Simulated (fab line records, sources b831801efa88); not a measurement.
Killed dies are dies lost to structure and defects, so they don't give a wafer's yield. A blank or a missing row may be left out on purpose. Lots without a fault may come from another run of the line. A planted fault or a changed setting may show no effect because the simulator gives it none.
Which tool did it? | flow sfq_line | 13 lots, 39 wafers sampled, at 4 steps of a route of 325

WHAT THE GAUGES READ, wafer by wafer
The record holds no reading of a measuring or inspecting step that can be judged against a usual standard deviation.

WHICH TOOL RAN EACH LOT (tool, then ch and the chambers of the sampled wafers, then the start)
lot  | SFQ_TRILAYER_I3_VIA_BARC_OPEN_VIA_ETCH_121 | SFQ_TRILAYER_M4_DEP_SPUTTER_091 | SFQ_TRILAYER_I4_CMP_CMP_100   | SFQ_TRILAYER_I4_VIA_ETCH_VIA_ETCH_106
L441 | rie_diel-04 ch 1,3, day 46 22:17           | pvd_sputter-04, day 46 23:15    | cmp-01 ch 1,2, day 53 06:01   | rie_diel-04 ch 0,1,2, day 59 17:39
L442 | rie_diel-03 ch 0,2,3, day 48 03:11         | pvd_sputter-06, day 48 04:10    | cmp-02 ch 0,1, day 54 05:24   | rie_diel-01 ch 0,2, day 60 10:27
L444 | rie_diel-02 ch 0,3, day 48 06:35           | pvd_sputter-06, day 48 08:09    | cmp-01 ch 0,1, day 54 15:16   | rie_diel-01 ch 1,2,3, day 60 21:15
L446 | rie_diel-03 ch 0,1,2, day 49 10:50         | pvd_sputter-06, day 49 11:48    | cmp-01 ch 1,2,3, day 55 13:35 | rie_diel-01 ch 1,2, day 61 17:14
L447 | rie_diel-04 ch 0,1, day 49 21:20           | pvd_sputter-05, day 49 22:18    | cmp-01 ch 1,3, day 55 17:05   | rie_diel-04 ch 0,1, day 61 20:50
L449 | rie_diel-03 ch 0,2,3, day 57 01:53         | pvd_sputter-06, day 57 02:50    | cmp-02 ch 0,2, day 57 06:57   | rie_diel-03 ch 0,1,3, day 63 08:37
L450 | rie_diel-04 ch 1,2,3, day 57 06:41         | pvd_sputter-05, day 57 07:38    | cmp-01 ch 1,2,3, day 57 11:14 | rie_diel-03 ch 0,1,3, day 63 12:13
L451 | rie_diel-02 ch 1,2,3, day 57 13:53         | pvd_sputter-05, day 57 14:51    | cmp-02 ch 2,3, day 57 19:14   | rie_diel-04 ch 0,1, day 63 18:13
L452 | rie_diel-04 ch 2,3, day 58 00:41           | pvd_sputter-04, day 58 01:38    | cmp-01 ch 0,1,3, day 58 06:14 | rie_diel-01 ch 1,2, day 64 01:25
L454 | rie_diel-03 ch 0,1,3, day 58 19:53         | pvd_sputter-06, day 58 20:51    | cmp-02 ch 1,2, day 59 00:57   | rie_diel-03 ch 0,2,3, day 64 09:49
L457 | rie_diel-03 ch 0,1,3, day 60 09:13         | pvd_sputter-04, day 60 10:10    | cmp-02 ch 0,2,3, day 61 23:44 | rie_diel-01 ch 0,1,3, day 66 17:27
L459 | rie_diel-02 ch 0,1,2, day 60 14:01         | pvd_sputter-06, day 60 14:58    | cmp-01 ch 0,1,3, day 62 02:56 | rie_diel-04 ch 0,1,2, day 66 19:51
L463 | rie_diel-02 ch 0,3, day 61 18:23           | pvd_sputter-05, day 61 19:21    | cmp-01 ch 0,1,2, day 62 13:26 | rie_diel-01 ch 2,3, day 67 00:39
- SFQ_TRILAYER_I3_VIA_BARC_OPEN_VIA_ETCH_121: etches BARC in O2, target depth 125 nm, time 41.7 s.
- SFQ_TRILAYER_M4_DEP_SPUTTER_091: material Nb, target thk 200 nm, time 133.3 s.
- SFQ_TRILAYER_I4_CMP_CMP_100: polishes SiO2.
- SFQ_TRILAYER_I4_VIA_ETCH_VIA_ETCH_106: etches SiO2 in CHF3, stops on Nb, target depth 260 nm.

WHAT THE TOOLS THEMSELVES READ (means of the sampled wafers that have a number; where no wafer has one, the mark that the record gives instead)
SFQ_TRILAYER_I3_VIA_BARC_OPEN_VIA_ETCH_121. Usual: drypump_motor_current_A 5.8 A, standard deviation 0.62; oes_product_au 0.685 a.u., standard deviation 0.0051.
lot  | tool        | drypump_motor_current_A (A) | oes_product_au (a.u.) | flag
L441 | rie_diel-04 | 4.9                         | 0.680                 |
L442 | rie_diel-03 | 5.6                         | 0.687                 |
L444 | rie_diel-02 | 5.5                         | 0.682                 |
L446 | rie_diel-03 | 6.1                         | 0.687                 |
L447 | rie_diel-04 | 5.6                         | 0.688                 |
L449 | rie_diel-03 | 5.6                         | 0.691                 |
L450 | rie_diel-04 | 5.5                         | 0.684                 |
L451 | rie_diel-02 | 5.9                         | 0.685                 |
L452 | rie_diel-04 | 5.8                         | 0.683                 |
L454 | rie_diel-03 | 5.6                         | 0.689                 |
L457 | rie_diel-03 | 5.6                         | 0.682                 |
L459 | rie_diel-02 | 6.1                         | 0.678                 |
L463 | rie_diel-02 | 5.5                         | 0.690                 |

SFQ_TRILAYER_M4_DEP_SPUTTER_091. Usual: cathode_dc_power_W 2000.0 W, standard deviation 0.37; chamber_pressure_pa 0.13328 Pa, standard deviation 0.00023; throttle_valve_pct 29.7 %, standard deviation 1.1.
lot  | tool           | cathode_dc_power_W (W) | chamber_pressure_pa (Pa) | throttle_valve_pct (%) | flag
L441 | pvd_sputter-04 | 1999.9                 | 0.13344                  | 29.9                   |
L442 | pvd_sputter-06 | 2000.3                 | 0.13328                  | 30.4                   |
L444 | pvd_sputter-06 | 2000.3                 | 0.13313                  | 28.2                   |
L446 | pvd_sputter-06 | 2000.1                 | 0.13355                  | 29.5                   |
L447 | pvd_sputter-05 | 2000.0                 | 0.13327                  | 30.3                   |
L449 | pvd_sputter-06 | 2000.1                 | 0.13332                  | 29.3                   |
L450 | pvd_sputter-05 | 1999.5                 | 0.13339                  | 30.1                   |
L451 | pvd_sputter-05 | 1999.9                 | 0.13301                  | 30.5                   |
L452 | pvd_sputter-04 | 1999.9                 | 0.13338                  | 29.3                   |
L454 | pvd_sputter-06 | 2000.2                 | 0.13322                  | 28.6                   |
L457 | pvd_sputter-04 | 2000.0                 | 0.13338                  | 29.6                   |
L459 | pvd_sputter-06 | 1999.9                 | 0.12261                  | 30.7                   | OFF
L463 | pvd_sputter-05 | 2000.1                 | 0.13325                  | 30.2                   |

SFQ_TRILAYER_I4_CMP_CMP_100. Usual: edge_zone_pressure_frac 1.000, standard deviation 0.0047; motor_current_A 10.5 A, standard deviation 1.1; slurry_filter_dp_kPa 13.52 kPa, standard deviation 0.13; time_to_endpoint_s 218 s, standard deviation 5.7.
lot  | tool   | edge_zone_pressure_frac | motor_current_A (A) | slurry_filter_dp_kPa (kPa) | time_to_endpoint_s (s) | flag
L441 | cmp-01 | 1.000                   | 11.4                | 13.51                      | 216                    |
L442 | cmp-02 | 1.000                   | 10.1                | 13.49                      | 215                    |
L444 | cmp-01 | 1.003                   | 10.1                | 13.54                      | 216                    |
L446 | cmp-01 | 1.000                   | 10.4                | 13.51                      | 219                    |
L447 | cmp-01 | 1.006                   | 9.8                 | 13.60                      | 210                    |
L449 | cmp-02 | 1.001                   | 9.2                 | 13.61                      | 221                    |
L450 | cmp-01 | 0.999                   | 10.4                | 13.45                      | 213                    |
L451 | cmp-02 | 0.996                   | 11.0                | 13.58                      | 217                    |
L452 | cmp-01 | 1.003                   | 9.9                 | 13.56                      | 215                    |
L454 | cmp-02 | 1.005                   | 10.2                | 13.50                      | 223                    |
L457 | cmp-02 | 1.001                   | 10.5                | 13.72                      | 231                    |
L459 | cmp-01 | 1.001                   | 9.7                 | 13.66                      | 221                    |
L463 | cmp-01 | 0.997                   | 11.0                | 13.62                      | 219                    |

SFQ_TRILAYER_I4_VIA_ETCH_VIA_ETCH_106. Usual: drypump_motor_current_A 5.8 A, standard deviation 0.57; oes_product_au 0.855 a.u., standard deviation 0.0049.
lot  | tool        | drypump_motor_current_A (A) | oes_product_au (a.u.) | flag
L441 | rie_diel-04 | 5.8                         | 0.856                 |
L442 | rie_diel-01 | 5.8                         | 0.851                 |
L444 | rie_diel-01 | 5.9                         | 0.859                 |
L446 | rie_diel-01 | 6.0                         | 0.854                 |
L447 | rie_diel-04 | 5.5                         | 0.852                 |
L449 | rie_diel-03 | 5.6                         | 0.855                 |
L450 | rie_diel-03 | 5.6                         | 0.851                 |
L451 | rie_diel-04 | 5.6                         | 0.853                 |
L452 | rie_diel-01 | 6.0                         | 0.861                 |
L454 | rie_diel-03 | 5.6                         | 0.857                 |
L457 | rie_diel-01 | 6.1                         | 0.856                 |
L459 | rie_diel-04 | 5.8                         | 0.850                 |
L463 | rie_diel-01 | 5.7                         | 0.852                 |

THE ANSWER, worked out from the rows above alone
Rule: a lot is off if the mean of its wafers that have a number lies more than 3 standard deviations from the usual mean. A lot without any number at a reading at which 4 lots or more have one is off too. The other lots that the step has rows for count as sound. The gauges are gone through in route order, then the tools' own readings, and for those a lot's mean is taken as printed above. The first step at which some lot is off is used, and at that step the reading that is off furthest; a lot without a number counts as furthest.
Off: L459, at SFQ_TRILAYER_M4_DEP_SPUTTER_091 (chamber_pressure_pa).
A tool fits if, at that step or a process step before it, it ran every lot that is off, and no sound lot after the first of them. One fits: pvd_sputter-06 at SFQ_TRILAYER_M4_DEP_SPUTTER_091. Its last sound lot is L454 (day 58 20:51), its first lot that is off L459 (day 60 14:58): a fault that began between those two fits.
The tool's own readings at SFQ_TRILAYER_M4_DEP_SPUTTER_091 bear it out: on the lots that are off they differ by more than 5 times the standard deviation of the sound lots' means. chamber_pressure_pa reads 0.12261 Pa there against 0.13330 Pa on the sound lots.

WHAT THE SIMULATOR HAD PUT IN
Process parameter drift: pvd_sputter-06, from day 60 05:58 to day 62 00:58, at SFQ_TRILAYER_M4_DEP_SPUTTER_091. Setting chamber_pressure_pa, moved by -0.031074, from 0.1333. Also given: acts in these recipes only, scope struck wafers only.
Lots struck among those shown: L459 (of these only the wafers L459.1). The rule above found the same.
